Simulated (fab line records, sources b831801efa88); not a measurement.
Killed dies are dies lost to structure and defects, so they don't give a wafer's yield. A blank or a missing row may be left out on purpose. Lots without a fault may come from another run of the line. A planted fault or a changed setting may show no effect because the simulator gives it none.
A struck lot beside a sound one | flow sky130 | 16 steps out of a route of 708
Sound: wafers L903.1, L903.2, L903.6. Struck: wafers L906.2, L906.3, L906.5. The cause comes at the end.
At each step with rows: each side's tool, then ch and its chambers, then its first start. Under that, the readings that differ: sound wafers | struck wafers | difference of the means | sigmas: that difference in standard deviations of wafers without a fault.
alike: readings whose means differ by less than 2 such deviations, and words and numbers that are the same on both sides. not compared: withheld readings, readings that some wafer has no value for, bounds like >300 that may hide the same value, and numbers for which the record gives no deviation and whose values overlap.
The two part at a step that has a row with sigmas, a row that says differs or no value, or rows on one side only. Numbers that don't overlap but have no deviation are shown without sigmas and don't part them. A reading that every wafer of one side lacks parts them only if that side has two wafers or more.

first, 1 step without rows for these wafers: SKY_VIA4_HDPCVD_00 (deposits SiO2, target thk 1750 nm, time 291.7 s).
SKY_VIA4_THK_MEAS_01:
  sound on film_metro-01, day 42 17:25; struck on film_metro-01, day 45 11:43
  alike: VIA4_HDPCVD_THK
SKY_VIA4_CMP_02: polishes SiO2.
  sound on cmp-02 ch 1,3, day 42 17:32; struck on cmp-02 ch 0,3, day 45 11:46
  alike: motor_current_A, platen_rpm
SKY_VIA4_BOW_MEAS_03:
  sound on film_metro-03, day 42 17:50; struck on film_metro-02, day 45 12:05
  alike: VIA4_BOW
then, 7 steps without rows for these wafers: SKY_VIA4_DEHYDRATE_04 (time 60 s); SKY_VIA4_HMDS_05 (prime time 60 s); SKY_VIA4_COAT_06 (resist thk 1140 nm); SKY_VIA4_SOFTBAKE_07 (time 60 s); SKY_VIA4_EXPOSE_08 (exposes mask VIM4, target cd 800 nm); SKY_VIA4_PEB_09; SKY_VIA4_DEVELOP_10 (develop time 60 s).
SKY_VIA4_OVL_MEAS_11:
  sound on overlay-01, day 43 17:52; struck on overlay-02, day 46 08:16
  alike: VIA4_OVL
SKY_VIA4_ETCH_12: etches SiO2 in C4F8/O2/Ar, stops on TiN, target depth 580 nm.
  sound on rie_diel-04 ch 1,3, day 43 17:54; struck on rie_diel-01 ch 1,2, day 46 08:17
  no value came back on the struck wafers for bias_w (W), chamber_pressure_mTorr (mTorr), oes_product_au (a.u.); on the sound wafers bias_w (W) reads 1192 1197 1199
  reading                                   | sound          | struck         | difference | sigmas
  model.NOVOLAK_of_VIA4_COAT_06.thk_nm (nm) | 1012 1008 1009 | 1139 1137 1137 | +128       |
SKY_VIA4_STRIP_13: strips in O2/N2.
  sound on plasma_asher-02 ch 0,1, day 43 17:59; struck on plasma_asher-04 ch 0, day 46 08:22
  reading                      | sound             | struck            | difference | sigmas
  strip_time_to_endpoint_s (s) | 12.82 12.85 12.78 | 14.17 14.15 14.14 | +1.34      | +37
  alike: drypump_motor_current_A, oes_product_au
  not compared: rf_hours_counter_h
then, 1 step without rows for these wafers: SKY_VIA4_STRIP_14 (strips in post etch residue remover, time 1200 s).
-- the record jumps here: 3 days lie between the struck wafers' starts before and after (it left off in module VIA4 and takes up again in module PAD_OPEN, whose first step shown is number 708 of the route) --
SKY_PAD_OPEN_PROBE_99:
  sound on prober-02, day 46 15:05; struck on prober-01, day 49 00:40
  reading                  | sound          | struck         | difference | sigmas
  defect_limited_yield (%) | 81.9 80.3 82.9 | 0 0 0          | -82        | -41
  killed_at_M4_up          | 2 7 2          | 407 406 405    | +402       | +99 or more
  killed_dies              | 89 97 84       | 492 492 492    | +402       | +41
  killed_on_rim            | 18 18 17       | 96 96 96       | +78        | +21
  sort_bin_5_function (%)  | 11.0 10.8 10.8 | 93.7 91.5 94.5 | +82.4      | +55
  sort_n_pass              | 403 395 408    | 0 0 0          | -402       | -41
  sort_yield_pct (%)       | 81.9 80.3 82.9 | 0 0 0          | -82        | -41
  alike: killed_at_M0_to_M3, killed_at_contacts, killed_at_front_end, killed_at_other, killed_open, killed_short, sort_bin_3_pad_short, sort_bin_6_memory

WHERE THEY PART
First at SKY_VIA4_ETCH_12; last, within this record, at SKY_PAD_OPEN_PROBE_99.

WHY: what the simulator had put in
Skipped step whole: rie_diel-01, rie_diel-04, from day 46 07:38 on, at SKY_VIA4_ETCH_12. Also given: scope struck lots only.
